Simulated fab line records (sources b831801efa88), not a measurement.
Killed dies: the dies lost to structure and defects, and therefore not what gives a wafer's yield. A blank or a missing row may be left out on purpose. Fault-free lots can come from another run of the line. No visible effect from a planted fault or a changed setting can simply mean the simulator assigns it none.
Struck lot and sound lot, side by side + flow gf180mcu + 15 out of 602 route steps
Sound: the wafers L199.1, L199.2, L199.5. Struck: wafers L195.1, L195.3, L195.6. The cause is named last.
For every step that has rows: the tool of each side, followed by ch and its chambers, followed by its first start. Under that, the readings that differ: sound wafers + struck wafers + difference of the means + sigmas: that difference in standard deviations of wafers without a fault.
alike: readings with means less than 2 such deviations apart, plus words and numbers identical on both sides. not compared: withheld readings, readings lacking a value on some wafer, bounds such as >300 that could conceal the same value, and numbers that have no deviation in the record and whose values overlap.
A row with sigmas, a row that says differs or no value, or rows on one side alone: a step with any of these is where the two part. Numbers that don't overlap but have no deviation are shown without sigmas and don't part them. A reading missing from all wafers of one side parts the sides only when that side holds two or more wafers.

GF_CONTACT_ETCH_17: etches SiO2 in C4F8/O2/Ar, stops on CoSi2, target depth 860 nm.
  sound: rie_diel-01 ch 0,1; struck: rie_diel-04 ch 0,1
  alike: oes_product_au
then, 4 steps without rows for these wafers: GF_CONTACT_STRIP_18 (strips in O2/N2); GF_CONTACT_CLEAN_19 (cleans in SPM); GF_CONTACT_CLEAN_20 (cleans in DIW); GF_CONTACT_CLEAN_21 (cleans in dHF, time 20 s).
GF_CONTACT_SPUTTER_22: material Ti, target thk 15 nm, time 80.02 s.
  sound: pvd_sputter-03 at day 20 13:56; struck: pvd_sputter-04 at day 18 20:28
  alike: cathode_dc_power_W, throttle_valve_pct
GF_CONTACT_SPUTTER_23: material TiN, target thk 10 nm, time 40 s.
  sound: pvd_sputter-03 at day 20 14:00; struck: pvd_sputter-04 at day 18 20:31
  alike: cathode_dc_power_W, throttle_valve_pct
then, 1 step without rows for these wafers: GF_CONTACT_CVD_24 (deposits W, target thk 300 nm, time 90.339 s).
GF_CONTACT_RS_MEAS_25: measurement is done with a four-point probe.
  sound: film_metro-02 at day 20 14:08; struck: film_metro-02 at day 18 20:40
  alike: CONTACT_W_RS
GF_CONTACT_THK_MEAS_26: measures by xrf.
  sound: film_metro-02 at day 20 14:16; struck: film_metro-02 at day 18 20:47
  alike: CONTACT_W_THK
GF_CONTACT_CMP_27: polishes, stops on SiO2, t overpolish 15 s, target thk 0 nm.
  sound on cmp-02 ch 1,3, day 20 14:19; struck on cmp-02 ch 0,3, day 18 20:50
  alike: edge_zone_pressure_frac, motor_current_A, overpolish_run_s, time_to_endpoint_s
GF_M1_SPUTTER_00: material Ti, target thk 37.5 nm, time 150 s.
  sound: pvd_sputter-04 at day 20 14:37; struck: pvd_sputter-01 at day 18 21:08
  alike: cathode_dc_power_W, throttle_valve_pct
GF_M1_SPUTTER_01: material TiN, target thk 30 nm, time 25 s.
  sound: pvd_sputter-04 at day 20 14:43; struck: pvd_sputter-01 at day 18 21:14
| reading                                | sound                | struck            | difference | sigmas      |
|----------------------------------------|----------------------|-------------------|------------|-------------|
| cathode_dc_power_W (W)                 | 6501.2 6501.2 6499.5 | 10294 10296 10292 | +3793      | +99 or more |
| model.TiN_of_M1_SPUTTER_01.thk_nm (nm) | 30.66 30.57 30.33    | 47.87 47.63 47.65 | +17.20     |             |
  alike: throttle_valve_pct
then, 1 step without rows for these wafers: GF_M1_SPUTTER_02 (material AlCu, target thk 450 nm, time 23.9 s).
GF_PASSIVATION_PROBE_99:
  the record holds rows for the sound wafers here (prober-02, day 32 12:24) but none for the struck ones

## WHERE THEY PART
Earliest at GF_M1_SPUTTER_01; latest, in this record, at GF_PASSIVATION_PROBE_99.

WHY: whatever the simulator had introduced
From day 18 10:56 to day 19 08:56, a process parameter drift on pvd_sputter-01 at GF_M1_SPUTTER_01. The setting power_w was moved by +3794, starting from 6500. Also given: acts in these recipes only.
